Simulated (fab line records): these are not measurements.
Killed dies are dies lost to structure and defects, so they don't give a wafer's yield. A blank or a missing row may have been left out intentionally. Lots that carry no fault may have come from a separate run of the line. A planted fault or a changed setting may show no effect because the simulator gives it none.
A lot that was struck, set against a sound lot / flow sfq line / 15 out of 325 route steps
Sound: the wafers L229.1, L229.4, L229.5. Struck: wafer L234.5; the same lot's L234.2 was not struck, so it is left out; see the end for the cause.
Order at every step that has rows: each side's tool, ch and its chambers, its first start. Under that, the readings that differ: sound wafers / struck wafers / difference of the means / sigmas: that difference in standard deviations of wafers without a fault.
alike: words and numbers the same on both sides, and readings whose means are apart by under 2 such deviations; not compared: readings that were withheld, readings missing a value for some wafer, numbers with overlapping values and no deviation given by the record, and bounds like >300 which may hide the same value.
The two part at a step that has a row with sigmas, a row that says differs or no value, or rows on one side only. When numbers do not overlap yet have no deviation, they are printed without sigmas and do not part them. A reading that every wafer of one side lacks parts them only if that side has two wafers or more.

first, 1 step without rows for these wafers: SFQ_TRILAYER_M6_STRIP_SOLV_CLEAN_164 (cleans in NMP, time 600 s).
SFQ_TRILAYER_I6_DEP_PECVD_165: deposits SiO2 from SiH4/N2O, time 111.11 s, target thk 500 nm.
  sound on pecvd-04 ch 0,1, day 76 06:44; struck on pecvd-02 ch 1, day 76 17:44
reading=heater power w (W); sound=74 62 61; struck=106; difference=+40; sigmas=+2
  alike: chamber pressure Torr, rf fwd power W, throttle valve pct
SFQ_TRILAYER_I6_CMP_CMP_166: polishes SiO2.
  sound on cmp-02 ch 0,1,2, day 76 11:01; struck on cmp-01 ch 3, day 77 07:31
  alike: motor current A, time to endpoint s
SFQ_I6_BOW_MEAS_941:
  struck on film metro-04, day 77 09:02; sound on film metro-03, day 76 14:01
  alike: I6_BOW
SFQ_TRILAYER_I6_METRO_MEASURE_167:
  struck on film metro-04, day 77 09:20; sound on film metro-03, day 76 14:08
  alike: thk nm
then, 6 steps without rows for these wafers: SFQ_TRILAYER_I6_VIA_LITHO_COAT_174 (resist thk 62 nm); SFQ_TRILAYER_I6_VIA_LITHO_COAT_169 (resist thk 650 nm); SFQ_TRILAYER_I6_VIA_LITHO_SOFTBAKE_173; SFQ_TRILAYER_I6_VIA_LITHO_EXPOSE_170 (exposes mask I6, target cd 700 nm); SFQ_TRILAYER_I6_VIA_LITHO_PEB_172 (peb time 60 s); SFQ_TRILAYER_I6_VIA_LITHO_DEVELOP_171 (time 60 s).
-- the record jumps here: 4 days lie between the struck wafers' starts before and after --
SFQ_I6_OVL_MEAS_942:
  struck on overlay-01, day 81 07:30; sound on overlay-02, day 76 19:25
reading=I6_OVL (nm); sound=8 3 10; struck=-8; difference=-15; sigmas=-3
SFQ_TRILAYER_I6_VIA_BARC_OPEN_VIA_ETCH_235: etches BARC in O2, target depth 125 nm, time 41.7 s.
  sound on rie diel-03 ch 0,2, day 76 19:27; struck on rie diel-03 ch 2, day 81 07:32
reading=oes product au (a.u.); sound=0.693 0.686 0.683; struck=0.662; difference=-0.025; sigmas=-6
reading=run length s (s); sound=70.1 70.0 70.0; struck=74.4; difference=+4.4; sigmas=+11
reading=model.KrF_of_TRILAYER_I6_VIA_LITHO_COAT_169.thk nm (nm); sound=572.2 575.4 573.4; struck=567.9; difference=-5.8; sigmas=
  alike: drypump motor current A, rf fwd power W
  not compared: rf hours counter h
SFQ_TRILAYER_I6_VIA_ETCH_VIA_ETCH_172: etches SiO2 in CHF3, stops on Nb, target depth 260 nm.
  sound on rie diel-03 ch 0,2, day 76 19:29; struck on rie diel-03 ch 2, day 81 07:34
reading=model.KrF_of_TRILAYER_I6_VIA_LITHO_COAT_169.thk nm (nm); sound=527 531.3 529.5; struck=523.2; difference=-6.1; sigmas=
  alike: drypump motor current A, oes product au, rf fwd power W
SFQ_TRILAYER_I6_VIA_STRIP_STRIP_173: strips in O2.
  sound on rie metal-04 ch 0,1, day 76 19:37; struck on rie metal-04 ch 0, day 81 07:41
  alike: drypump motor current A, oes product au, platen temp c
  not compared: rf hours counter h

== WHERE THEY PART ==
Last at SFQ_TRILAYER_I6_VIA_BARC_OPEN_VIA_ETCH_235 as far as this record goes, first at SFQ_TRILAYER_I6_DEP_PECVD_165. Later steps at which nothing parts them and some readings are alike: SFQ_TRILAYER_I6_VIA_ETCH_VIA_ETCH_172, SFQ_TRILAYER_I6_VIA_STRIP_STRIP_173.

WHY: what had been put in by the simulator
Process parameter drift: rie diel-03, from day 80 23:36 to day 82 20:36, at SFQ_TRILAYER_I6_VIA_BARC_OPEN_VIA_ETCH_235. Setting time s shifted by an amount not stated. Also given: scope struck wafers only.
